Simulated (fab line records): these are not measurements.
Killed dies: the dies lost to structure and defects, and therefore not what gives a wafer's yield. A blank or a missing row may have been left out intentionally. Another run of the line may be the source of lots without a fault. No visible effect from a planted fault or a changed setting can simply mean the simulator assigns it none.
The tool behind it: which one? || flow sky130 || 32 wafers from 11 lots sampled at 3 of the route's 708 steps

== WHAT THE GAUGES SHOWED, per wafer ==
SKY_CAP2M_THK_MEAS_01. Usual: for CAP2M_CVD_00_THK the level is 15.46 nm and the standard deviation is 0.25.
{"lot": "L471", "measured": "day 39 20:23", "on": "film_metro-01", "CAP2M_CVD_00_THK (nm)": "15.51 16.01 15.92", "flag": ""}
{"lot": "L472", "measured": "day 40 14:49", "on": "film_metro-02", "CAP2M_CVD_00_THK (nm)": "15.13 15.01 15.02", "flag": ""}
{"lot": "L473", "measured": "day 40 17:23", "on": "film_metro-02", "CAP2M_CVD_00_THK (nm)": "15.67 15.66 15.70", "flag": ""}
{"lot": "L474", "measured": "day 41 21:55", "on": "film_metro-03", "CAP2M_CVD_00_THK (nm)": "15.40 15.52 15.48", "flag": ""}
{"lot": "L475", "measured": "day 42 03:05", "on": "film_metro-03", "CAP2M_CVD_00_THK (nm)": "15.18 15.17 15.52", "flag": ""}
{"lot": "L481", "measured": "day 43 00:14", "on": "film_metro-01", "CAP2M_CVD_00_THK (nm)": "15.46 15.51 15.56", "flag": ""}
{"lot": "L480", "measured": "day 43 02:28", "on": "film_metro-03", "CAP2M_CVD_00_THK (nm)": "15.30 15.11 15.46", "flag": ""}
{"lot": "L482", "measured": "day 43 03:43", "on": "film_metro-02", "CAP2M_CVD_00_THK (nm)": "15.48 15.63 15.69", "flag": ""}
{"lot": "L483", "measured": "day 43 09:54", "on": "film_metro-02", "CAP2M_CVD_00_THK (nm)": "15.26 15.25 15.58", "flag": ""}
{"lot": "L486", "measured": "day 44 06:17", "on": "film_metro-02", "CAP2M_CVD_00_THK (nm)": "15.46 15.77", "flag": ""}
{"lot": "L487", "measured": "day 44 10:29", "on": "film_metro-02", "CAP2M_CVD_00_THK (nm)": "15.45 15.66 15.83", "flag": ""}

== EACH LOT AND THE TOOL THAT RAN IT (in order: tool; ch and the chambers of the sampled wafers; start) ==
{"lot": "L471", "SKY_METAL4_SPUTTER_02": "pvd_sputter-03, day 39 20:14", "SKY_METAL4_SPUTTER_03": "pvd_sputter-03, day 39 20:17"}
{"lot": "L472", "SKY_METAL4_SPUTTER_02": "pvd_sputter-03, day 40 14:42", "SKY_METAL4_SPUTTER_03": "pvd_sputter-03, day 40 14:44"}
{"lot": "L473", "SKY_METAL4_SPUTTER_02": "pvd_sputter-03, day 40 17:16", "SKY_METAL4_SPUTTER_03": "pvd_sputter-03, day 40 17:18"}
{"lot": "L474", "SKY_METAL4_SPUTTER_02": "pvd_sputter-03, day 41 21:46", "SKY_METAL4_SPUTTER_03": "pvd_sputter-03, day 41 21:48"}
{"lot": "L475", "SKY_METAL4_SPUTTER_02": "pvd_sputter-03, day 42 02:56", "SKY_METAL4_SPUTTER_03": "pvd_sputter-03, day 42 02:59"}
{"lot": "L481", "SKY_METAL4_SPUTTER_02": "pvd_sputter-02, day 43 00:05", "SKY_METAL4_SPUTTER_03": "pvd_sputter-02, day 43 00:07"}
{"lot": "L480", "SKY_METAL4_SPUTTER_02": "pvd_sputter-01, day 43 02:19", "SKY_METAL4_SPUTTER_03": "pvd_sputter-01, day 43 02:22"}
{"lot": "L482", "SKY_METAL4_SPUTTER_02": "pvd_sputter-03, day 43 03:35", "SKY_METAL4_SPUTTER_03": "pvd_sputter-03, day 43 03:37"}
{"lot": "L483", "SKY_METAL4_SPUTTER_02": "pvd_sputter-03, day 43 09:46", "SKY_METAL4_SPUTTER_03": "pvd_sputter-03, day 43 09:49"}
{"lot": "L486", "SKY_METAL4_SPUTTER_02": "pvd_sputter-03, day 44 06:09", "SKY_METAL4_SPUTTER_03": "pvd_sputter-03, day 44 06:11"}
{"lot": "L487", "SKY_METAL4_SPUTTER_02": "pvd_sputter-03, day 44 10:22", "SKY_METAL4_SPUTTER_03": "pvd_sputter-03, day 44 10:25"}
- SKY_METAL4_SPUTTER_02: material AlCu, target thk 735 nm, time 39.1 s.
- SKY_METAL4_SPUTTER_03: material Ti, target thk 5 nm, time 3.3 s.

== WHAT THE TOOLS THEMSELVES READ (means of the sampled wafers that have a number; where no wafer has one, the mark that the record gives instead) ==
SKY_METAL4_SPUTTER_02. Usual: cathode_dc_power_W 10600 W, standard deviation 2.1; chamber_pressure_pa 0.4000 Pa, standard deviation 0.0008; throttle_valve_pct 30.1 %, standard deviation 0.72.
{"lot": "L471", "tool": "pvd_sputter-03", "cathode_dc_power_W (W)": 10599, "chamber_pressure_pa (Pa)": 0.3994, "throttle_valve_pct (%)": 30.7, "flag": ""}
{"lot": "L472", "tool": "pvd_sputter-03", "cathode_dc_power_W (W)": 10600, "chamber_pressure_pa (Pa)": 0.4002, "throttle_valve_pct (%)": 30.6, "flag": ""}
{"lot": "L473", "tool": "pvd_sputter-03", "cathode_dc_power_W (W)": 10601, "chamber_pressure_pa (Pa)": 0.3999, "throttle_valve_pct (%)": 30.6, "flag": ""}
{"lot": "L474", "tool": "pvd_sputter-03", "cathode_dc_power_W (W)": 10602, "chamber_pressure_pa (Pa)": 0.4004, "throttle_valve_pct (%)": 30.3, "flag": ""}
{"lot": "L475", "tool": "pvd_sputter-03", "cathode_dc_power_W (W)": 10599, "chamber_pressure_pa (Pa)": 0.4007, "throttle_valve_pct (%)": 30.6, "flag": ""}
{"lot": "L481", "tool": "pvd_sputter-02", "cathode_dc_power_W (W)": 10598, "chamber_pressure_pa (Pa)": 0.3996, "throttle_valve_pct (%)": 29.4, "flag": ""}
{"lot": "L480", "tool": "pvd_sputter-01", "cathode_dc_power_W (W)": 10599, "chamber_pressure_pa (Pa)": 0.3998, "throttle_valve_pct (%)": 29.8, "flag": ""}
{"lot": "L482", "tool": "pvd_sputter-03", "cathode_dc_power_W (W)": 10598, "chamber_pressure_pa (Pa)": 0.3993, "throttle_valve_pct (%)": 30.5, "flag": ""}
{"lot": "L483", "tool": "pvd_sputter-03", "cathode_dc_power_W (W)": 10599, "chamber_pressure_pa (Pa)": 0.4011, "throttle_valve_pct (%)": 30.5, "flag": ""}
{"lot": "L486", "tool": "pvd_sputter-03", "cathode_dc_power_W (W)": 10600, "chamber_pressure_pa (Pa)": 0.3996, "throttle_valve_pct (%)": 30.8, "flag": ""}
{"lot": "L487", "tool": "pvd_sputter-03", "cathode_dc_power_W (W)": 10599, "chamber_pressure_pa (Pa)": 0.4000, "throttle_valve_pct (%)": 30.5, "flag": ""}

SKY_METAL4_SPUTTER_03. Usual: cathode_dc_power_W 2999.9 W, standard deviation 0.51; chamber_pressure_pa 0.4000 Pa, standard deviation 0.00084; throttle_valve_pct 30.2 %, standard deviation 0.74.
{"lot": "L471", "tool": "pvd_sputter-03", "cathode_dc_power_W (W)": 2999.9, "chamber_pressure_pa (Pa)": 0.4004, "throttle_valve_pct (%)": 30.8, "flag": ""}
{"lot": "L472", "tool": "pvd_sputter-03", "cathode_dc_power_W (W)": 3000.0, "chamber_pressure_pa (Pa)": 0.4000, "throttle_valve_pct (%)": 30.7, "flag": ""}
{"lot": "L473", "tool": "pvd_sputter-03", "cathode_dc_power_W (W)": 3000.2, "chamber_pressure_pa (Pa)": 0.4010, "throttle_valve_pct (%)": 30.5, "flag": ""}
{"lot": "L474", "tool": "pvd_sputter-03", "cathode_dc_power_W (W)": 3000.0, "chamber_pressure_pa (Pa)": 0.3995, "throttle_valve_pct (%)": 30.5, "flag": ""}
{"lot": "L475", "tool": "pvd_sputter-03", "cathode_dc_power_W (W)": 2999.6, "chamber_pressure_pa (Pa)": 0.3999, "throttle_valve_pct (%)": 30.6, "flag": ""}
{"lot": "L481", "tool": "pvd_sputter-02", "cathode_dc_power_W (W)": 3000.4, "chamber_pressure_pa (Pa)": 0.3999, "throttle_valve_pct (%)": 29.6, "flag": ""}
{"lot": "L480", "tool": "pvd_sputter-01", "cathode_dc_power_W (W)": 3000.2, "chamber_pressure_pa (Pa)": 0.4004, "throttle_valve_pct (%)": 29.8, "flag": ""}
{"lot": "L482", "tool": "pvd_sputter-03", "cathode_dc_power_W (W)": 3000.2, "chamber_pressure_pa (Pa)": 0.3992, "throttle_valve_pct (%)": 30.6, "flag": ""}
{"lot": "L483", "tool": "pvd_sputter-03", "cathode_dc_power_W (W)": 3000.1, "chamber_pressure_pa (Pa)": 0.3998, "throttle_valve_pct (%)": 30.5, "flag": ""}
{"lot": "L486", "tool": "pvd_sputter-03", "cathode_dc_power_W (W)": 2999.4, "chamber_pressure_pa (Pa)": 0.3998, "throttle_valve_pct (%)": 30.5, "flag": ""}
{"lot": "L487", "tool": "pvd_sputter-03", "cathode_dc_power_W (W)": 3000.0, "chamber_pressure_pa (Pa)": 0.3994, "throttle_valve_pct (%)": 30.4, "flag": ""}

== THE ANSWER, worked out from the rows above alone ==
Rule: a lot counts as off when the mean over its wafers that have a number is more than 3 standard deviations away from the usual mean. Also off: a lot with no number at a reading for which 4 or more lots have one. Any other lot the step has rows for is counted as sound. The gauges are gone through in route order, then the tools' own readings, and for those a lot's mean is taken as printed above. At the first step where some lot is off, the reading lying furthest off is the one used; lots without a number count as furthest.
Across all readings shown, no lot is off: no conclusion can be drawn from this.

== WHAT THE SIMULATOR HAD INSERTED ==
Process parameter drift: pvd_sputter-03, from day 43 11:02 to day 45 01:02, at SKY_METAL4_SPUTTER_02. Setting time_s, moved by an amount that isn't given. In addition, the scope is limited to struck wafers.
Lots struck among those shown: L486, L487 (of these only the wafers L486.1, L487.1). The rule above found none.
